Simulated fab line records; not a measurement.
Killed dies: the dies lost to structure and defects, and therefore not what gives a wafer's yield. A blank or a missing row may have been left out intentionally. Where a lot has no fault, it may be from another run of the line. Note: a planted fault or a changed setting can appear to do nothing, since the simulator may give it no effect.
Which tool is to blame? + flow sfq_line + 13 lots with 39 wafers sampled at 2 steps, on a route of 325 steps

WHAT EACH GAUGE READ, for each wafer
The record holds no reading of a measuring or inspecting step that can be judged against a usual standard deviation.

WHAT TOOL EACH LOT RAN ON (gives the tool, then ch and the chambers of the sampled wafers, and finally the start)
| lot  | SFQ_TRILAYER_M1_STRIP_STRIP_043   | SFQ_TRILAYER_I3_VIA_BARC_OPEN_VIA_ETCH_121 |
|------|-----------------------------------|--------------------------------------------|
| L145 | rie_metal-04 ch 0,1, day 17 07:41 | rie_diel-03 ch 0,3, day 43 10:00           |
| L146 | rie_metal-02 ch 0,1, day 17 10:14 | rie_diel-04 ch 0,1,3, day 43 13:36         |
| L147 | rie_metal-02 ch 0,1, day 17 15:02 | rie_diel-02 ch 0,1,2, day 44 04:15         |
| L148 | rie_metal-02 ch 0, day 18 00:38   | rie_diel-03 ch 0,1,2, day 44 07:51         |
| L149 | rie_metal-02 ch 0,1, day 18 03:02 | rie_diel-02 ch 0,1,2, day 44 12:39         |
| L151 | rie_metal-04 ch 0,1, day 18 19:56 | rie_diel-04 ch 0,2,3, day 45 04:15         |
| L154 | rie_metal-04 ch 0,1, day 20 15:44 | rie_diel-02 ch 1,3, day 46 16:15           |
| L155 | rie_metal-03 ch 0,1, day 21 12:16 | rie_diel-04 ch 0,2,3, day 47 23:27         |
| L156 | rie_metal-02 ch 0,1, day 22 03:59 | rie_diel-02 ch 0,1, day 48 00:39           |
| L157 | rie_metal-03 ch 0,1, day 22 23:19 | rie_diel-02 ch 0,1,2, day 48 15:02         |
| L158 | rie_metal-02 ch 0,1, day 23 13:55 | rie_diel-02 ch 0,1,2, day 48 19:50         |
| L167 | rie_metal-03 ch 0,1, day 24 12:31 | rie_diel-04 ch 2,3, day 50 10:10           |
| L168 | rie_metal-02 ch 0,1, day 26 22:07 | rie_diel-02 ch 0,3, day 51 21:49           |
- SFQ_TRILAYER_M1_STRIP_STRIP_043: strips in O2.
- SFQ_TRILAYER_I3_VIA_BARC_OPEN_VIA_ETCH_121: etches BARC in O2, target depth 125 nm, time 41.7 s.

WHAT THE TOOLS THEMSELVES READ (means of the sampled wafers that have a number; where no wafer has one, the mark that the record gives instead)
SFQ_TRILAYER_M1_STRIP_STRIP_043.
| lot  | tool         | drypump_motor_current_A (A) | oes_product_au (a.u.) |
|------|--------------|-----------------------------|-----------------------|
| L145 | rie_metal-04 | 5.3                         | 0.999                 |
| L146 | rie_metal-02 | 5.4                         | 0.983                 |
| L147 | rie_metal-02 | 5.1                         | 0.996                 |
| L148 | rie_metal-02 | 5.7                         | 0.998                 |
| L149 | rie_metal-02 | 5.4                         | 0.991                 |
| L151 | rie_metal-04 | 5.3                         | 0.995                 |
| L154 | rie_metal-04 | 5.1                         | 1.000                 |
| L155 | rie_metal-03 | 5.4                         | 1.010                 |
| L156 | rie_metal-02 | 5.1                         | 1.000                 |
| L157 | rie_metal-03 | 5.4                         | 1.002                 |
| L158 | rie_metal-02 | 5.1                         | 0.984                 |
| L167 | rie_metal-03 | 5.8                         | 1.008                 |
| L168 | rie_metal-02 | 5.4                         | 0.985                 |

SFQ_TRILAYER_I3_VIA_BARC_OPEN_VIA_ETCH_121.
| lot  | tool        | drypump_motor_current_A (A) | oes_product_au (a.u.) | rf_fwd_power_W (W) |
|------|-------------|-----------------------------|-----------------------|--------------------|
| L145 | rie_diel-03 | 6.3                         | 0.684                 | 492.0              |
| L146 | rie_diel-04 | 5.8                         | 0.689                 | 494.7              |
| L147 | rie_diel-02 | 5.8                         | 0.687                 | 495.0              |
| L148 | rie_diel-03 | 6.0                         | 0.686                 | 492.8              |
| L149 | rie_diel-02 | 5.8                         | 0.684                 | 493.3              |
| L151 | rie_diel-04 | 5.8                         | 0.683                 | 492.7              |
| L154 | rie_diel-02 | 5.8                         | 0.682                 | 493.7              |
| L155 | rie_diel-04 | 5.8                         | 0.688                 | 493.9              |
| L156 | rie_diel-02 | 5.5                         | 0.685                 | 493.6              |
| L157 | rie_diel-02 | 5.8                         | 0.684                 | 493.8              |
| L158 | rie_diel-02 | 5.8                         | 0.685                 | 427.6              |
| L167 | rie_diel-04 | 5.8                         | 0.684                 | 490.7              |
| L168 | rie_diel-02 | 5.7                         | 0.679                 | 497.0              |

THE ANSWER, worked out from the rows above alone
Rule: the lots themselves supply what counts as usual. Put in order of their means at a reading, lots are off if they are a third of the lots or fewer, leave a main group of 4 or more, and stand apart from it by a gap of 3 or more times the standard deviation of the main group's means; of several such gaps the widest counts. A main group is skipped when, at the precision printed for the reading in the tables above, its means are all equal. A lot without any number at a reading at which 4 lots or more have one is off too. Any other lot the step has rows for is counted as sound. First the gauges in route order, then the tools' own readings, where a lot's mean is used as printed above. The first step at which some lot is off is used, and at that step the reading that is off furthest; a lot without a number counts as furthest.
Off, at SFQ_TRILAYER_I3_VIA_BARC_OPEN_VIA_ETCH_121 on rf_fwd_power_W: L158. The main group has a mean of 493.6 W with a standard deviation of 1.5.
A tool fits if, at that step or a process step before it, it ran every lot that is off, and no sound lot after the first of them. Of those tried, none fits.

WHAT THE SIMULATOR HAD INSERTED
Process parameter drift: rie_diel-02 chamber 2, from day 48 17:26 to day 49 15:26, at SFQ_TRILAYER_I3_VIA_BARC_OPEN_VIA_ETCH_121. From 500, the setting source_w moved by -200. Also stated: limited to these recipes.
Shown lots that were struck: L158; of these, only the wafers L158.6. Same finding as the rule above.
